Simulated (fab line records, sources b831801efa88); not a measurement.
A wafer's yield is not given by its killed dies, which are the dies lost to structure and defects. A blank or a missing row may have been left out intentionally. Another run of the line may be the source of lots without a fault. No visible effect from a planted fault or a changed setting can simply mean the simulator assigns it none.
One fault through the eyes of 2 desks / flow gf180mcu / what lay behind the numbers comes last; until then each desk has only its own

## AT THE TOOL OWNER'S DESK: lithoTrack-01
The tool's own readings at GF_VT_IMPLANT_DEVELOP_06 (develop time 60 s): means of the sampled wafers that have a number, for each lot that ran on this tool. A lot is out of limits, marked OUT, if its mean lies more than 4 standard deviations from the usual mean; the brackets give that distance.
Columns: A = developerTempC at GF_VT_IMPLANT_DEVELOP_06, usual 22.98 C
lot=L513; first seen here=day 6 03:35; A=23.03
lot=L517; first seen here=day 7 05:11; A=23.80 (+8.2) OUT
lot=L522; first seen here=day 8 11:11; A=23.89 (+9.1) OUT
lot=L531; first seen here=day 10 17:26; A=22.96
lot=L533; first seen here=day 11 05:26; A=23.02
lot=L534; first seen here=day 11 12:59; A=23.01
This desk finds L517, L522 out of limits, L517 being first, at day 7 05:11 (developerTempC at GF_VT_IMPLANT_DEVELOP_06). L513, L531, L533, L534: within limits.

## FROM THE METROLOGY DESK
What the gauges read, lot by lot, whatever tool the lot ran on: means of the sampled wafers that have a number. A lot is out of limits, marked OUT, if its mean lies more than 4 standard deviations from the usual mean; the brackets give that distance.
Columns: A = MVPSD_OVL at GF_MVPSD_OVL_MEAS_07, usual -0.2 nm; B = VT_IMPLANT_01_OVL at GF_VT_IMPLANT_OVL_MEAS_18, usual -0.6 nm
lot=L511; first seen here=day 5 01:56; A=0.5; B=-0.5
lot=L512; first seen here=day 5 06:32; A=-1.0; B=-0.9
lot=L513; first seen here=day 5 12:59; A=-0.9; B=-1.4
lot=L516; first seen here=day 6 05:47; A=0.7; B=-1.5
lot=L517; first seen here=day 6 13:15; A=-0.4; B=-0.6
lot=L522; first seen here=day 7 19:08; A=-0.4; B=1.0
lot=L524; first seen here=day 8 04:20; A=1.3; B=-1.3
lot=L527; first seen here=day 9 01:08; A=0.5; B=0.5
lot=L530; first seen here=day 9 18:43; A=-1.3; B=-0.2
lot=L531; first seen here=day 9 23:22; A=-0.6; B=-3.0
lot=L532; first seen here=day 10 05:20; A=-0.7; B=-1.0
lot=L533; first seen here=day 10 10:32; A=-3.6; B=-0.6
lot=L534; first seen here=day 10 18:34; A=-0.6; B=-0.0
This desk found nothing out of limits on any of the 13 lots.

## ALL TOGETHER
The tool owner's desk had the chance to raise an alarm at day 7 05:11 on L517, L522.
At the metrology desk, nothing out of limits was observed.
The metrology desk holds a record of L517, L522, inside its limits.
All the named lots went through GF_VT_IMPLANT_DEVELOP_06 on lithoTrack-01.

## WHAT THE SIMULATOR HAD INSERTED
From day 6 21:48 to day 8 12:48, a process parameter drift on lithoTrack-01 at GF_VT_IMPLANT_DEVELOP_06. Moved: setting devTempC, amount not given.
Struck lots among those shown: L517, L522.
Each desk's first reading out of limits, in hours after the fault started: the tool owner's desk, 7.
